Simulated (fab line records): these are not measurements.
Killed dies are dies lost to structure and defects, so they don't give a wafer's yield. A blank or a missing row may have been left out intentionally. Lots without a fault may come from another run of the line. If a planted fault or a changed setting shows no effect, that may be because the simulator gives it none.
Which tool is to blame?	flow sky130	7 lots (21 wafers sampled), 1 step of a 708-step route

WHAT THE GAUGES READ, wafer by wafer
SKY_NWELL_OVL_MEAS_23.
lot	measured	on	NWELL_01_OVL (nm)
L914	day 6 02:13	overlay-01	-2.0 -0.9 -2.7
L916	day 6 18:10	overlay-01	-0.9 -1.0 -0.3
L921	day 7 17:52	overlay-02	-1.9 -1.2 -1.2
L923	day 8 08:10	overlay-01	0.5 0.0 0.4
L925	day 8 20:19	overlay-01	-0.4 -0.7 -1.5
L932	day 10 17:37	overlay-02	-2.7 -2.1 -2.1
L934	day 11 10:25	overlay-01	-0.6 -1.4 1.1

WHICH TOOL RAN EACH LOT (tool, then ch and the chambers of the sampled wafers, then the start)
Before these readings, the record contains no process step.

THE ANSWER, worked out from the rows above alone
Rule: usual is defined by the lots themselves. The widest of any qualifying gaps counts: lots, ordered by their means at a reading, are off when they make up no more than a third of the lots, leave a main group of 4 or more, and stand apart from it by 3 or more times the standard deviation of that group's means. A main group is skipped when, at the precision printed for the reading in the tables above, its means are all equal. A lot without any number at a reading at which 4 lots or more have one is off too. The other lots that the step has rows for count as sound.
No lot is off on any of the readings shown, so nothing can be concluded from this.

WHAT THE SIMULATOR PUT IN
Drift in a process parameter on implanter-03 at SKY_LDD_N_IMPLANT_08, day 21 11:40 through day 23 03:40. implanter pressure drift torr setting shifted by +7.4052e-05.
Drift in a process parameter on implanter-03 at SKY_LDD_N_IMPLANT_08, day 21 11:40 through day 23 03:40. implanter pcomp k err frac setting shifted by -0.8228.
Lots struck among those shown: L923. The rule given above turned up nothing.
